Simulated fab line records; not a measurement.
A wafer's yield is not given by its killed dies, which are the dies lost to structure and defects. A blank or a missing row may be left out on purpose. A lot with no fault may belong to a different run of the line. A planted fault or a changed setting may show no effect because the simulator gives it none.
Problem report, 8D (eight disciplines) form, completed by code || flow gf180mcu || the parts of the form that need people (team, actions taken, sign-off) are left out

1. WHAT IS WRONG
HV_LDD_CVD_56_THK at GF_HV_LDD_THK_MEAS_57 reads a mean of 96.6 nm on 3 wafers of 1 lot; wafers without a fault read 90.2 nm with a standard deviation of 0.93. That is +6.8 standard deviations from the usual mean.
Earliest sighting: wafer L825.2 on film_metro-01 at day 14 06:53. Wafers with a number at this step in the record: 39, from 13 lots. Rule for "out" (also "out of limits"): further than 4 standard deviations from the usual mean. Any other wafer with a number is counted as sound.

2. WHAT THIS IS AND IS NOT
{"question": "which readings at this step", "is": "HV_LDD_CVD_56_THK", "is not": "-"}
{"question": "which lots", "is": "L825", "is not": "L819, L820, L821, L823, L833, L834, L835, L836, L837, L839, L840, L841"}
{"question": "which wafers of those lots", "is": "all that have a number", "is not": "-"}
{"question": "read on which gauges", "is": "film_metro-01", "is not": "film_metro-03, film_metro-04"}
{"question": "when", "is": "from day 14 06:53", "is not": "up to then (12 sound wafers); but 24 sound wafers of L833, L834, L835, L836, L837, L839, L840, L841 came after"}

3. THE SUSPECTS, EACH WITH WHAT RULES IT OUT
Counting: a tool at a process step up to the reading stays a suspect if it ran every lot that is out and no sound lot after the first of them.
- ruled out: the gauge at GF_HV_LDD_THK_MEAS_57. All the wafers that are out were read on film_metro-01, but those of them that GF_HV_LDD_ETCHBACK_58 has rows for are out there too, on other tools.
- lpcvd-02 at GF_HV_LDD_CVD_56 (deposits Si3N4 from DCS/NH3, target thk 90 nm, time 1543 s): ruled out as a lasting fault. After its first lot that is out, L825 (day 14 05:27), sound lots L833, L835, L837, L836, L839 ran on it.
Left after counting: nothing in the record.

4. THE CAUSE (what the simulator had put in)
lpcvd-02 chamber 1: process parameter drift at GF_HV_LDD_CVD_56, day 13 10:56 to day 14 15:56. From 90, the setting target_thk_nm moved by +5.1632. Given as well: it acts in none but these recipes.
It was ruled out by counting, in error; the rule expects a fault to strike all lots run on its tool from its start on, and this fault did not.

5. SEQUENCE OF EFFECTS, ordered by route
Rows list readings where the struck wafers' mean (over those with a number) sits beyond 3 standard deviations from the usual. Scope: only readings with a usual standard deviation given in the record; hours: median across lots of the time from each lot's start at the first step in this table that gives one to its start at this step; sigmas: change in usual standard deviations.
{"hours": 0, "step": "GF_HV_LDD_THK_MEAS_57", "reading": "HV_LDD_CVD_56_THK", "usual": "90.2 nm", "on struck wafers": 96.6, "change": "+6.4", "sigmas": "+6.8"}
{"hours": 0, "step": "GF_HV_LDD_ETCHBACK_58", "reading": "oes_product_au", "usual": "0.844 a.u.", "on struck wafers": 0.878, "change": "+0.034", "sigmas": "+5.1"}
The process steps in it:
- GF_HV_LDD_ETCHBACK_58: etches Si3N4 in CH3F/O2, stops on SiO2, time 100 s, target depth 90 nm.

6. WHAT WOULD HAVE CAUGHT IT SOONER
The first out-of-limits reading at a measuring or inspecting step in this record came at day 14 06:53, 20 hours after the fault's start at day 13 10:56.
